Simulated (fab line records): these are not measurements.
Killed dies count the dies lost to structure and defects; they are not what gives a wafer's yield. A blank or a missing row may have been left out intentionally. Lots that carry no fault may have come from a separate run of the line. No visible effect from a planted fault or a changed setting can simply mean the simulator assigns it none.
Matching of chambers :: flow gf180mcu :: GF_CONTACT_CVD_02 on pecvd-03 has 3 sister chambers
The step deposits SiO2 from TEOS, target thk 860 nm, time 95.992 s. 3 wafers are shown with their chamber, then 9 later ones without.

## WAFERS, EACH WITH ITS CHAMBER
wafer: L091.6
chamber: 2
heater power w (W): 630

wafer: L093.1
chamber: 1
heater power w (W): 696

wafer: L093.4
chamber: 0
heater power w (W): 592

## WAFERS WHOSE CHAMBER IS MISSING
wafer: L094.1
heater power w (W): 670

wafer: L094.3
heater power w (W): 505

wafer: L094.6
heater power w (W): 547

wafer: L096.1
heater power w (W): 499

wafer: L096.2
heater power w (W): 634

wafer: L096.3
heater power w (W): 556

wafer: L097.3
heater power w (W): 530

wafer: L097.4
heater power w (W): 586

wafer: L097.5
heater power w (W): 588

## THE CHAMBER EACH PASSED THROUGH
wafer: L094.1
from the rows above: can't be placed: 1 or 2 or 0
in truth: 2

wafer: L094.3
from the rows above: can't be placed: 0 or 2
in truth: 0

wafer: L094.6
from the rows above: can't be placed: 0 or 2
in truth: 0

wafer: L096.1
from the rows above: can't be placed: 0 or 2
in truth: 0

wafer: L096.2
from the rows above: can't be placed: 2 or 0 or 1
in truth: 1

wafer: L096.3
from the rows above: can't be placed: 0 or 2
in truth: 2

wafer: L097.3
from the rows above: can't be placed: 0 or 2
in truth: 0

wafer: L097.4
from the rows above: can't be placed: 0 or 2
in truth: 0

wafer: L097.5
from the rows above: can't be placed: 0 or 2
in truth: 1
Placed correctly: 0 of 9. These rows do not allow placing 9 (true chamber among the candidates in 8). Wrongly placed: 0.
How it was worked out, from the rows above alone: a wafer's distance from a chamber is the root of the sum, over the readings, of the square of ((its reading less the chamber's mean) divided by the reading's scatter). The wafer belongs to the nearest chamber; if the next one is less than 2 further off, it can't be placed. For every chamber, the mean is computed from those of its wafers that are shown. The scatter: root of mean squared gap, hidden wafer to nearest shown wafer, with one shown wafer a chamber.
